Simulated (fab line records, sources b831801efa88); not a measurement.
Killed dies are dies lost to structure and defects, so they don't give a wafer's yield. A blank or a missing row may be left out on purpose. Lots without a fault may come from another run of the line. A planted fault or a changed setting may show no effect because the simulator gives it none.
fab line records | flow sky130 | part 1 of 2: steps 1 to 27 of 39
record lots=5 wafers=15 last_day=50
route steps=708 shown CONTACT@427 METAL1@434 VIA1@458
lots that met no fault: from a run of the same line without faults
start_h: hours from the record's first day to the start of the lot's first wafer shown | wait_h: hours since the lot's step before | " the same as in the row above | L1.1+2: a row that stands for several wafers | - no value, or no start given | * or withheld: withheld | < > ~ a bound
route shown NAME@n: a module of which the file shows steps, and the number in the route of the first | usual: mean/standard deviation of fault-free wafers | same: alike in all rows | chamber/n: place in a boat | sites: the reading at each site | _std_site: their standard deviation | _edge_site: outer sites' mean less inner sites' | radius_mm: how far each site lies from the wafer's centre | mask NAME#n: copy n | behind: the tool/chamber that last shaped the wafer | hold: why the lot was held/for how many hours/how that ended | device: the transistor (n, p or np) that didn't switch | end of line: the same wafers' tests at the end of the route | a step without rows: its recipe alone | killed: dies lost to structure and defects at the first sort, not the wafer's yield | map: a wafer's dies, x killed, . not, _ none there
set.NAME: the setting as run; set.NAME@STEP: as run at that earlier step | model.NAME: the simulator's own value behind a step, which no gauge read
lots at some steps of the route; a table a step, a row a wafer
services: from which hour (start_h, from the record's first day; less than 0 if before it) a tool's chamber was out of use, for how many hours, and why
## steps
# step SKY_CONTACT_CLEAN_21
# recipe chemistry=IPA time_s=180 temp_c=25
# usual bath_heat_duty_pct=6.4/0.73 temp_c=25.00/0.089
# columns lot.wafer tool chamber start_h wait_h bath_heat_duty_pct temp_c
L074.2 wet_bench-02 0 740.64 0.0 5.1 24.90
L074.4 " 0 " " 6.1 24.99
L074.5 " 0 " " 5.9 24.95
L077.2 wet_bench-02 1 767.14 0.0 6.7 25.02
L077.3 " 1 " " 6.9 24.99
L077.5 " 1 " " 7.4 25.05
L087.4 wet_bench-02 1 840.90 0.0 7.8 25.07
L087.5 " 1 " " 7.2 25.09
L087.6 " 1 " " 7.2 24.93
L093.1 wet_bench-03 0 891.68 0.0 7.2 25.21
L093.4 " 0 " " 6.9 25.08
L093.6 " 0 " " 7.6 25.19
L094.2 wet_bench-02 2 902.14 0.0 6.7 25.02
L094.3 " 2 " " 6.4 24.97
L094.6 " 2 " " 7.1 25.08
# step SKY_CONTACT_CLEAN_22
# recipe chemistry=O3/DIW dry=n2_spin
# columns lot.wafer tool chamber start_h wait_h
L074.2+4+5 wet_bench-03 3 740.69 0.0
L077.2+3+5 wet_bench-03 2 767.19 0.0
L087.4+5+6 wet_bench-03 2 840.96 0.0
L093.1+4+6 wet_bench-01 0 891.74 0.0
L094.2+3+6 wet_bench-03 0 902.20 0.0
# step SKY_CONTACT_SPUTTER_23
# recipe material=TiN target_thk_nm=20 chamber_pressure_pa=5 power_w=4000 time_s=80
# usual throttle_valve_pct=29.7/1.4
# columns lot.wafer tool chamber start_h wait_h throttle_valve_pct
L074.2 pvd_sputter-01 - 740.80 0.0 32.3
L074.4 " - " " 28.3
L074.5 " - " " 30.0
L077.2 pvd_sputter-04 - 767.29 0.0 27.9
L077.3 " - " " 29.3
L077.5 " - " " 27.7
L087.4 pvd_sputter-04 - 841.15 0.0 29.8
L087.5 " - " " 31.0
L087.6 " - " " 29.4
L093.1 pvd_sputter-01 - 891.83 0.0 30.1
L093.4 " - " " 28.1
L093.6 " - " " 30.0
L094.2 pvd_sputter-02 - 902.30 0.0 30.9
L094.3 " - " " 29.6
L094.6 " - " " 29.9
# step SKY_CONTACT_CVD_24
# recipe material=W target_thk_nm=340 time_s=102.12 temp_c=400 pressure_torr=40
# usual heater_power_w=820/81
# columns lot.wafer tool chamber start_h wait_h heater_power_w
L074.2 cvd_w-01 0 740.86 0.0 906
L074.4 " 0 " " 921
L074.5 " 1 " " 867
L077.2 cvd_w-02 1 767.36 0.0 710
L077.3 " 1 " " 714
L077.5 " 0 " " 859
L087.4 cvd_w-01 1 841.24 0.1 862
L087.5 " 0 " " 918
L087.6 " 1 " " 859
L093.1 cvd_w-02 1 891.89 0.0 719
L093.4 " 1 " " 712
L093.6 " 1 " " 714
L094.2 cvd_w-02 1 902.39 0.1 714
L094.3 " 1 " " 712
L094.6 " 1 " " 709
# step SKY_CONTACT_RS_MEAS_25
# recipe thk_meas_gauge=four-point-probe reads=W_of_CONTACT_CVD_24+TiN_of_CONTACT_SPUTTER_23
# usual CONTACT_W_RS=0.339/0.0051
# columns lot.wafer tool chamber start_h wait_h CONTACT_W_RS[ohm/sq]
L074.2 film_metro-01 - 740.99 0.1 0.327
L074.4 " - " " 0.328
L074.5 " - " " 0.335
L077.2 film_metro-02 - 767.49 0.1 0.347
L077.3 " - " " 0.340
L077.5 " - " " 0.345
L087.4 film_metro-01 - 841.38 0.1 0.332
L087.5 " - " " 0.330
L087.6 " - " " 0.335
L093.1 film_metro-02 - 892.00 0.1 0.341
L093.4 " - " " 0.344
L093.6 " - " " 0.343
L094.2 film_metro-02 - 902.60 0.2 0.345
L094.3 " - " " 0.342
L094.6 " - " " 0.341
# step SKY_CONTACT_THK_MEAS_26
# recipe thk_meas_gauge=xrf reads=W_of_CONTACT_CVD_24
# usual CONTACT_W_THK=346/6.6
# columns lot.wafer tool chamber start_h wait_h CONTACT_W_THK[nm]
L074.2 film_metro-01 - 741.10 0.1 351
L074.4 " - " " 351
L074.5 " - " " 343
L077.2 film_metro-02 - 767.60 0.1 345
L077.3 " - " " 355
L077.5 " - " " 349
L087.4 film_metro-01 - 841.47 0.1 349
L087.5 " - " " 349
L087.6 " - " " 345
L093.1 film_metro-02 - 892.12 0.1 349
L093.4 " - " " 348
L093.6 " - " " 347
L094.2 film_metro-02 - 902.71 0.1 347
L094.3 " - " " 346
L094.6 " - " " 349
# step SKY_CONTACT_CMP_27
# recipe stop_on=SiO2 t_overpolish_s=15 down_force_psi=3.5 platen_rpm=60 target_thk_nm=0 pad_velocity_m_s=0.94248
# usual head_pressure_psi=3.500/0.0083 motor_current_A=11.0/0.63 overpolish_run_s=15.001/0.0096 time_to_endpoint_s=83/4.1
# columns lot.wafer tool chamber start_h wait_h head_pressure_psi motor_current_A overpolish_run_s time_to_endpoint_s
L074.4 cmp-01 3 741.15 0.0 3.506 10.7 15.005 86
L074.2 " 0 " " 3.516 11.7 14.983 94
L074.5 " 0 " " 3.492 11.6 15.000 92
L077.3 cmp-01 3 767.76 0.1 3.513 11.4 15.008 81
L077.2 " 1 " " 3.494 9.9 14.989 86
L077.5 " 0 " " 3.501 11.1 14.998 87
L087.4 cmp-01 3 841.50 0.0 3.506 11.1 15.009 87
L087.6 " 3 " " 3.511 11.1 14.992 86
L087.5 " 0 " " 3.497 11.3 14.992 91
L093.1 cmp-02 3 892.23 0.1 3.502 10.2 15.015 76
L093.4 " 0 " " 3.501 10.5 14.998 83
L093.6 " 3 " " 3.500 10.4 14.982 75
L094.3 cmp-01 0 902.76 0.0 3.505 11.2 15.004 82
L094.2 " 2 " " 3.487 10.7 14.986 80
L094.6 " 1 " " 3.507 10.0 15.004 82
# step SKY_METAL1_SPUTTER_00
# recipe material=Ti target_thk_nm=15 power_w=3000 time_s=10 chamber_pressure_pa=0.4
# usual throttle_valve_pct=29.8/1.2
# columns lot.wafer tool chamber start_h wait_h throttle_valve_pct
L074.2 pvd_sputter-03 - 741.45 0.2 30.0
L074.4 " - " " 30.1
L074.5 " - " " 29.1
L077.2 pvd_sputter-03 - 768.06 0.1 30.4
L077.3 " - " " 30.0
L077.5 " - " " 30.2
L087.4 pvd_sputter-01 - 841.80 0.2 28.3
L087.5 " - " " 32.4
L087.6 " - " " 30.1
L093.1 pvd_sputter-02 - 892.48 0.2 29.8
L093.4 " - " " 30.9
L093.6 " - " " 27.4
L094.2 pvd_sputter-01 - 903.06 0.1 28.8
L094.3 " - " " 30.0
L094.6 " - " " 30.0
# step SKY_METAL1_SPUTTER_01
# recipe material=TiN target_thk_nm=20 power_w=6500 time_s=16.7 chamber_pressure_pa=0.4
# usual throttle_valve_pct=29.8/1.2
# columns lot.wafer tool chamber start_h wait_h throttle_valve_pct
L074.2 pvd_sputter-03 - 741.48 0.0 30.0
L074.4 " - " " 30.3
L074.5 " - " " 28.6
L077.2 pvd_sputter-03 - 768.08 0.0 30.3
L077.3 " - " " 29.9
L077.5 " - " " 30.1
L087.4 pvd_sputter-01 - 841.82 0.0 28.4
L087.5 " - " " 32.4
L087.6 " - " " 30.0
L093.1 pvd_sputter-02 - 892.50 0.0 29.4
L093.4 " - " " 31.0
L093.6 " - " " 27.6
L094.2 pvd_sputter-01 - 903.08 0.0 28.4
L094.3 " - " " 29.9
L094.6 " - " " 30.1
# step SKY_METAL1_SPUTTER_02
# recipe material=AlCu target_thk_nm=250 power_w=10600 time_s=13.3 chamber_pressure_pa=0.4
# usual throttle_valve_pct=29.8/1.2
# columns lot.wafer tool chamber start_h wait_h throttle_valve_pct
L074.2 pvd_sputter-03 - 741.50 0.0 30.2
L074.4 " - " " 30.3
L074.5 " - " " 29.0
L077.2 pvd_sputter-03 - 768.10 0.0 30.4
L077.3 " - " " 30.0
L077.5 " - " " 30.2
L087.4 pvd_sputter-01 - 841.85 0.0 28.6
L087.5 " - " " 32.4
L087.6 " - " " 30.0
L093.1 pvd_sputter-02 - 892.53 0.0 29.8
L093.4 " - " " 31.1
L093.6 " - " " 27.7
L094.2 pvd_sputter-01 - 903.10 0.0 28.5
L094.3 " - " " 30.0
L094.6 " - " " 29.7
# step SKY_METAL1_SPUTTER_03
# recipe material=Ti target_thk_nm=5 power_w=3000 time_s=3.3 chamber_pressure_pa=0.4
# usual throttle_valve_pct=29.8/1.2
# columns lot.wafer tool chamber start_h wait_h throttle_valve_pct
L074.2 pvd_sputter-03 - 741.53 0.0 29.9
L074.4 " - " " 29.8
L074.5 " - " " 29.0
L077.2 pvd_sputter-03 - 768.13 0.0 30.4
L077.3 " - " " 29.9
L077.5 " - " " 30.1
L087.4 pvd_sputter-01 - 841.87 0.0 28.4
L087.5 " - " " 32.3
L087.6 " - " " 30.3
L093.1 pvd_sputter-02 - 892.55 0.0 29.4
L093.4 " - " " 30.9
L093.6 " - " " 27.3
L094.2 pvd_sputter-01 - 903.13 0.0 28.3
L094.3 " - " " 30.0
L094.6 " - " " 30.2
# step SKY_METAL1_SPUTTER_04
# recipe material=TiN target_thk_nm=70 power_w=6500 time_s=58.3 chamber_pressure_pa=0.4
# usual throttle_valve_pct=29.8/1.2
# columns lot.wafer tool chamber start_h wait_h throttle_valve_pct
L074.2 pvd_sputter-03 - 741.55 0.0 30.0
L074.4 " - " " 30.0
L074.5 " - " " 28.9
L077.2 pvd_sputter-03 - 768.15 0.0 30.3
L077.3 " - " " 30.0
L077.5 " - " " 30.0
L087.4 pvd_sputter-01 - 841.89 0.0 28.3
L087.5 " - " " 32.6
L087.6 " - " " 29.7
L093.1 pvd_sputter-02 - 892.57 0.0 29.4
L093.4 " - " " 31.0
L093.6 " - " " 27.7
L094.2 pvd_sputter-01 - 903.15 0.0 28.3
L094.3 " - " " 30.3
L094.6 " - " " 30.0
# step SKY_METAL1_RS_MEAS_05
# recipe thk_meas_gauge=four-point-probe reads=TiN_of_METAL1_SPUTTER_04+Ti_of_METAL1_SPUTTER_03+AlCu_of_METAL1_SPUTTER_02+TiN_of_METAL1_SPUTTER_01+Ti_of_METAL1_SPUTTER_00
# usual METAL1_ALCU_RS=0.1267/0.0014
# columns lot.wafer tool chamber start_h wait_h METAL1_ALCU_RS[ohm/sq]
L074.2 film_metro-04 - 741.61 0.0 0.1264
L074.4 " - " " 0.1274
L074.5 " - " " 0.1272
L077.2 film_metro-04 - 768.22 0.0 0.1266
L077.3 " - " " 0.1267
L077.5 " - " " 0.1258
L087.4 film_metro-04 - 842.01 0.1 0.1258
L087.5 " - " " 0.1265
L087.6 " - " " 0.1243
L093.1 film_metro-03 - 892.62 0.0 0.1259
L093.4 " - " " 0.1288
L093.6 " - " " 0.1266
L094.2 film_metro-03 - 903.22 0.0 0.1258
L094.3 " - " " 0.1262
L094.6 " - " " 0.1249
# step SKY_METAL1_THK_MEAS_06
# recipe thk_meas_gauge=xrf reads=AlCu_of_METAL1_SPUTTER_02
# usual METAL1_ALCU_THK=250.0/2.8
# columns lot.wafer tool chamber start_h wait_h METAL1_ALCU_THK[nm]
L074.2 film_metro-04 - 741.72 0.1 250.6
L074.4 " - " " 249.4
L074.5 " - " " 249.1
L077.2 film_metro-04 - 768.33 0.1 248.5
L077.3 " - " " 249.4
L077.5 " - " " 251.1
L087.4 film_metro-04 - 842.10 0.1 251.4
L087.5 " - " " 252.1
L087.6 " - " " 254.4
L093.1 film_metro-03 - 892.74 0.1 251.3
L093.4 " - " " 246.1
L093.6 " - " " 251.3
L094.2 film_metro-03 - 903.33 0.1 250.7
L094.3 " - " " 251.7
L094.6 " - " " 253.4
# step SKY_METAL1_DEHYDRATE_07
# recipe temp_c=200 time_s=60
# columns lot.wafer tool chamber start_h wait_h
L074.2+4+5 litho_track-02 0 755.06 13.3
L077.2+3+5 litho_track-01 0 781.32 13.0
L087.4+5+6 litho_track-01 0 854.33 12.2
L093.1+4+6 litho_track-01 0 905.25 12.5
L094.2+3+6 litho_track-02 0 915.16 11.8
# step SKY_METAL1_HMDS_08
# recipe prime_time_s=60 prime_temp_c=120
# same prime_time_s=60
# columns lot.wafer tool chamber start_h wait_h
L074.2+4+5 litho_track-02 0 755.21 0.1
L077.2+3+5 litho_track-01 0 781.47 0.1
L087.4+5+6 litho_track-01 0 854.48 0.1
L093.1+4+6 litho_track-01 0 905.40 0.1
L094.2+3+6 litho_track-02 0 915.31 0.1
# step SKY_METAL1_COAT_09
# recipe resist=BARC temp_c=withheld time_s=withheld spin_rpm=3000 resist_thk_nm=60
# columns lot.wafer tool chamber start_h wait_h
L074.2+4+5 litho_track-02 0 755.36 0.1
L077.2+3+5 litho_track-01 0 781.62 0.1
L087.4+5+6 litho_track-01 0 854.63 0.1
L093.1+4+6 litho_track-01 0 905.55 0.1
L094.2+3+6 litho_track-02 0 915.46 0.1
# step SKY_METAL1_COAT_10
# recipe resist=KrF-thick spin_rpm=3000 resist_thk_nm=450
# columns lot.wafer tool chamber start_h wait_h
L074.2+4+5 litho_track-02 0 - -
L077.2+3+5 litho_track-01 0 - -
L087.4+5+6 litho_track-01 0 - -
L093.1+4+6 litho_track-01 0 - -
L094.2+3+6 litho_track-02 0 - -
# step SKY_METAL1_SOFTBAKE_11
# recipe temp_c=100 time_s=90 resist=KrF-thick
# columns lot.wafer tool chamber start_h wait_h
L074.2+4+5 litho_track-02 0 - -
L077.2+3+5 litho_track-01 0 - -
L087.4+5+6 litho_track-01 0 - -
L093.1+4+6 litho_track-01 0 - -
L094.2+3+6 litho_track-02 0 - -
# step SKY_METAL1_EXPOSE_12
# recipe mask_id=MM1 na=0.8 source_shape=annular sigma_inner=0.55 sigma_outer=0.85 target_cd_nm=140 dose_mj=28
# columns lot.wafer tool chamber start_h wait_h mask
L074.2+4+5 krf_scanner-02 0 - - MM1#0
L077.2+3+5 krf_scanner-01 0 - - MM1#0
L087.4+5+6 krf_scanner-01 0 - - MM1#0
L093.1+4+6 krf_scanner-01 0 - - MM1#0
L094.2+3+6 krf_scanner-02 0 - - MM1#0
# step SKY_METAL1_PEB_13
# recipe peb_temp_c=withheld peb_time_s=withheld resist=KrF-thick
# columns lot.wafer tool chamber start_h wait_h
L074.2+4+5 litho_track-01 0 - -
L077.2+3+5 litho_track-02 0 - -
L087.4+5+6 litho_track-01 0 - -
L093.1+4+6 litho_track-02 0 - -
L094.2+3+6 litho_track-04 0 - -
# step SKY_METAL1_DEVELOP_14
# recipe develop_time_s=60 resist=KrF-thick dev_temp_c=21
# columns lot.wafer tool chamber start_h wait_h
L074.2+4+5 litho_track-01 0 - -
L077.2+3+5 litho_track-02 0 - -
L087.4+5+6 litho_track-01 0 - -
L093.1+4+6 litho_track-02 0 - -
L094.2+3+6 litho_track-04 0 - -
# step SKY_METAL1_CD_MEAS_15
# recipe target_cd_nm=140
# usual cd_nm=140.2/1.5
# columns lot.wafer tool chamber start_h wait_h cd_nm
L074.2 cd_sem-02 - 768.82 - 139.9
L074.4 " - " " 140.4
L074.5 " - " " 141.4
L077.2 cd_sem-01 - 796.16 - 138.1
L077.3 " - " " 138.7
L077.5 " - " " 139.0
L087.4 cd_sem-01 - 867.36 - 141.6
L087.5 " - " " 140.3
L087.6 " - " " 140.4
L093.1 cd_sem-02 - 918.14 - 139.6
L093.4 " - " " 138.8
L093.6 " - " " 139.9
L094.2 cd_sem-01 - 928.30 - 140.1
L094.3 " - " " 139.8
L094.6 " - " " 138.6
# step SKY_METAL1_OVL_MEAS_16
# usual METAL1_OVL=1/5.4
# columns lot.wafer tool chamber start_h wait_h METAL1_OVL[nm]
L074.2 overlay-01 - 768.93 0.1 -2
L074.4 " - " " -2
L074.5 " - " " -3
L077.2 overlay-02 - 796.26 0.1 3
L077.3 " - " " 2
L077.5 " - " " 4
L087.4 overlay-02 - 867.44 0.1 -2
L087.5 " - " " 3
L087.6 " - " " -4
L093.1 overlay-01 - 918.26 0.1 -5
L093.4 " - " " -9
L093.6 " - " " -11
L094.2 overlay-01 - 928.40 0.1 12
L094.3 " - " " 11
L094.6 " - " " 10
# step SKY_METAL1_DESCUM_17
# recipe chemistry=O2 source_power_w=150 bias_power_w=0 pressure_mtorr=10 temp_c=40 time_s=8
# usual drypump_motor_current_A=5.5/0.52 oes_product_au=1.006/0.01 rf_fwd_power_W=147.5/0.97 temp_c=40.02/0.11
# columns lot.wafer tool chamber start_h wait_h drypump_motor_current_A oes_product_au rf_fwd_power_W rf_hours_counter_h temp_c
L074.2 rie_metal-03 1 768.96 0.0 6.1 1.010 147.8 4 39.95
L074.4 " 1 " " 6.1 1.009 147.9 - 40.03
L074.5 " 1 " " 6.1 1.010 148.5 - 40.02
L077.2 rie_metal-03 0 796.29 0.0 5.4 1.010 148.6 0 39.85
L077.3 " 1 " " 6.1 0.991 148.7 - 40.02
L077.5 " 1 " " 6.1 0.983 147.5 - 40.05
L087.4 rie_metal-04 0 867.47 0.0 6.2 0.994 146.3 - 40.04
L087.5 " 0 " " 6.2 0.997 146.4 - 39.97
L087.6 " 1 " " 4.9 1.009 146.3 - 39.98
L093.1 rie_metal-04 0 918.29 0.0 6.2 1.003 146.2 6 40.01
L093.4 " 1 " " 4.9 1.016 147.5 - 40.11
L093.6 " 0 " " 6.2 1.006 146.7 - 40.02
L094.2 rie_metal-03 0 928.43 0.0 5.4 1.033 148.2 8 40.13
L094.3 " 1 " " 6.1 1.004 148.8 - 39.96
L094.6 " 1 " " 6.2 1.008 148.1 - 39.94
# step SKY_METAL1_ETCH_18
# recipe chemistry=N2/H2 target=BARC ion_energy_ev=200 bias_w=100 pressure_mtorr=30 n2_flow_sccm=100 h2_flow_sccm=200 icp_w=500 stop_on=SiO2 time_s=45.9 target_depth_a=600
# usual drypump_motor_current_A=5.5/0.53 oes_product_au=0.855/0.005 rf_fwd_power_W=495.5/2.6 throttle_valve_pct=13.226/0.01
# columns lot.wafer tool chamber start_h wait_h drypump_motor_current_A oes_product_au rf_fwd_power_W rf_hours_counter_h throttle_valve_pct
L074.2 rie_metal-03 1 768.99 0.0 6.1 0.855 499.0 4 13.224
L074.4 " 1 " " 6.1 0.858 498.2 - 13.229
L074.5 " 1 " " 6.1 0.854 496.0 - 13.222
L077.2 rie_metal-03 0 796.32 0.0 5.4 0.854 497.7 0 13.232
L077.3 " 1 " " 6.1 0.866 496.4 - 13.206
L077.5 " 1 " " 6.1 0.861 499.1 - 13.224
L087.4 rie_metal-04 0 867.51 0.0 6.2 0.854 491.6 - 13.214
L087.5 " 0 " " 6.2 0.859 491.5 - 13.231
L087.6 " 1 " " 4.9 0.857 495.2 - 13.226
L093.1 rie_metal-04 0 918.32 0.0 6.2 0.858 490.2 6 13.221
L093.4 " 1 " " 4.9 0.865 496.6 - 13.230
L093.6 " 0 " " 6.2 0.852 490.4 - 13.235
L094.2 rie_metal-03 0 928.47 0.0 5.4 0.860 498.3 8 13.238
L094.3 " 1 " " 6.1 0.848 497.0 - 13.217
L094.6 " 1 " " 6.1 0.843 497.0 - 13.223
# step SKY_METAL1_METAL_ETCH_19
# recipe target_depth_a=3600 stop_on=SiO2 over_etch_frac=0.3 time_s=78 chemistry=Cl2/BCl3 resist_sidewall_deg=88 pressure_mtorr=10 icp_w=900 bias_w=48.5 Cl2_flow_sccm=60 bcl3_flow_sccm=30
# usual drypump_motor_current_A=5.5/0.52 oes_product_au=0.854/0.0055 rf_fwd_power_W=894/3.8 throttle_valve_pct=22.265/0.0097
# columns lot.wafer tool chamber start_h wait_h drypump_motor_current_A oes_product_au rf_fwd_power_W rf_hours_counter_h throttle_valve_pct
L074.2 rie_metal-03 1 769.05 0.0 6.1 0.860 894 4 22.268
L074.4 " 1 " " 6.2 0.851 895 - 22.268
L074.5 " 1 " " 6.1 0.852 897 - 22.261
L077.2 rie_metal-03 0 796.39 0.0 5.4 0.848 897 0 22.272
L077.3 " 1 " " 6.1 0.854 898 - 22.263
L077.5 " 1 " " 6.1 0.855 898 - 22.252
L087.4 rie_metal-04 0 867.58 0.1 6.2 0.854 889 - 22.263
L087.5 " 0 " " 6.2 0.858 891 - 22.272
L087.6 " 1 " " 4.9 0.861 894 - 22.268
L093.1 rie_metal-04 0 918.39 0.0 6.2 0.850 887 6 22.257
L093.4 " 1 " " 4.9 0.846 896 - 22.261
L093.6 " 0 " " 6.2 0.845 888 - 22.254
L094.2 rie_metal-03 0 928.53 0.0 5.4 0.855 897 8 22.271
L094.3 " 1 " " 6.1 0.856 899 - 22.251
L094.6 " 1 " " 6.1 0.855 898 - 22.263
